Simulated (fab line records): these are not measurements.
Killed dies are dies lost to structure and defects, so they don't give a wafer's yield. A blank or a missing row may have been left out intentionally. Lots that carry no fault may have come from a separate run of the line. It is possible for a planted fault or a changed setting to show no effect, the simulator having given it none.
Which tool is to blame? | flow gf180mcu | 39 wafers from 13 lots sampled at 4 of the route's 602 steps

== WHAT EACH GAUGE READ, for each wafer ==
GF_V5_BOW_MEAS_05. Usual: for V5_BOW the level is 133 um and the standard deviation is 10.
lot  | measured     | on            | V5_BOW (um) | flag
L309 | day 26 08:45 | film metro-01 | 121 136 133 |
L310 | day 27 07:59 | film metro-02 | 146 135 133 |
L311 | day 27 10:46 | film metro-04 | 126 129 134 |
L313 | day 27 23:09 | film metro-01 | 118 131 121 |
L315 | day 28 03:36 | film metro-02 | 142 138 135 |
L314 | day 28 06:25 | film metro-04 | 127 130 116 |
L317 | day 28 19:28 | film metro-01 | 145 137 143 |
L316 | day 28 22:31 | film metro-02 | 121 135 120 |
L318 | day 29 02:39 | film metro-02 | 144 135 127 |
L321 | day 29 23:24 | film metro-04 | 149 139 131 |
L326 | day 31 11:02 | film metro-02 | 130 138 127 |
L327 | day 31 18:55 | film metro-02 | 126 118 137 |
L330 | day 32 14:41 | film metro-02 | 141 142 137 |

GF_PASSIVATION_THK_MEAS_03. Usual: for PASSIVATION_CVD_02_THK the level is 701 nm and the standard deviation is 11.
lot  | measured     | on            | PASSIVATION_CVD_02_THK (nm) | flag
L309 | day 28 04:41 | film metro-03 | 695 679 693                 |
L310 | day 29 02:59 | film metro-03 | 693 704 709                 |
L311 | day 29 05:54 | film metro-01 | 700 690 687                 |
L313 | day 29 17:17 | film metro-04 | 688 702 711                 |
L315 | day 29 21:17 | film metro-01 | 699 691 708                 |
L314 | day 30 00:18 | film metro-04 | 675 696 697                 |
L317 | day 30 13:00 | film metro-01 | 692 707 705                 |
L316 | day 30 15:07 | film metro-01 | 699 714 712                 |
L318 | day 30 19:02 | film metro-01 | 707 717 721                 |
L321 | day 31 14:27 | film metro-04 | 685 707 691                 |
L326 | day 32 22:57 | film metro-04 | 703 703 711                 |
L327 | day 33 06:18 | film metro-04 | 710 721 720                 |
L330 | day 34 01:06 | film metro-03 | 696 701 716                 |

== EACH LOT AND THE TOOL THAT RAN IT (in order: tool; ch and the chambers of the sampled wafers; start) ==
lot  | GF_V1_SPUTTER_22             | GF_TOP_METAL_SPUTTER_03
L309 | pvd sputter-02, day 18 03:38 | pvd sputter-04, day 27 06:58
L310 | pvd sputter-03, day 19 06:33 | pvd sputter-03, day 28 06:02
L311 | pvd sputter-01, day 19 10:19 | pvd sputter-01, day 28 09:16
L313 | pvd sputter-01, day 20 01:01 | pvd sputter-04, day 28 21:16
L315 | pvd sputter-03, day 20 06:18 | pvd sputter-03, day 29 01:03
L314 | pvd sputter-02, day 20 06:46 | pvd sputter-01, day 29 03:29
L317 | pvd sputter-01, day 20 23:43 | pvd sputter-04, day 29 16:22
L316 | pvd sputter-01, day 21 04:11 | pvd sputter-03, day 29 19:55
L318 | pvd sputter-01, day 21 09:20 | pvd sputter-04, day 29 23:49
L321 | pvd sputter-03, day 22 10:32 | pvd sputter-03, day 30 19:06
L326 | pvd sputter-02, day 24 03:53 | pvd sputter-01, day 32 05:29
L327 | pvd sputter-02, day 24 16:11 | pvd sputter-03, day 32 13:03
L330 | pvd sputter-03, day 25 18:16 | pvd sputter-04, day 33 08:26
- GF_V1_SPUTTER_22: material TiN, target thk 10 nm, time 40 s.
- GF_TOP_METAL_SPUTTER_03: material Ti, target thk 5 nm, time 3.3 s.

== AS READ BY THE TOOLS THEMSELVES (means over the sampled wafers that have a number; for cases with no such wafer, the mark the record gives instead) ==
GF_V1_SPUTTER_22. Usual: throttle valve pct reads 29.3 % (standard deviation 1.3).
lot  | tool           | throttle valve pct (%) | flag
L309 | pvd sputter-02 | 29.6                   |
L310 | pvd sputter-03 | 31.0                   |
L311 | pvd sputter-01 | 29.5                   |
L313 | pvd sputter-01 | 29.1                   |
L315 | pvd sputter-03 | 30.9                   |
L314 | pvd sputter-02 | 28.5                   |
L317 | pvd sputter-01 | 29.4                   |
L316 | pvd sputter-01 | 29.2                   |
L318 | pvd sputter-01 | 28.9                   |
L321 | pvd sputter-03 | 30.1                   |
L326 | pvd sputter-02 | 29.8                   |
L327 | pvd sputter-02 | 29.8                   |
L330 | pvd sputter-03 | 29.0                   |

GF_TOP_METAL_SPUTTER_03. Usual: throttle valve pct reads 29.9 % (standard deviation 1.3).
lot  | tool           | throttle valve pct (%) | flag
L309 | pvd sputter-04 | 30.7                   |
L310 | pvd sputter-03 | 29.9                   |
L311 | pvd sputter-01 | 29.1                   |
L313 | pvd sputter-04 | 30.3                   |
L315 | pvd sputter-03 | 29.8                   |
L314 | pvd sputter-01 | 29.8                   |
L317 | pvd sputter-04 | 30.7                   |
L316 | pvd sputter-03 | 30.0                   |
L318 | pvd sputter-04 | 30.8                   |
L321 | pvd sputter-03 | 30.0                   |
L326 | pvd sputter-01 | 29.7                   |
L327 | pvd sputter-03 | 28.8                   |
L330 | pvd sputter-04 | 30.0                   |

== THE ANSWER, worked out from the rows above alone ==
Rule: a lot is off if the mean of its wafers that have a number lies more than 3 standard deviations from the usual mean. Also off: a lot with no number at a reading for which 4 or more lots have one. Any other lot the step has rows for is counted as sound. After the gauges, taken in route order, come the tools' own readings; for these a lot's mean is taken, as printed above. At the first step where some lot is off, the reading lying furthest off is the one used; lots without a number count as furthest.
Across all readings shown, no lot is off: no conclusion can be drawn from this.

== WHAT HAD BEEN PUT IN BY THE SIMULATOR ==
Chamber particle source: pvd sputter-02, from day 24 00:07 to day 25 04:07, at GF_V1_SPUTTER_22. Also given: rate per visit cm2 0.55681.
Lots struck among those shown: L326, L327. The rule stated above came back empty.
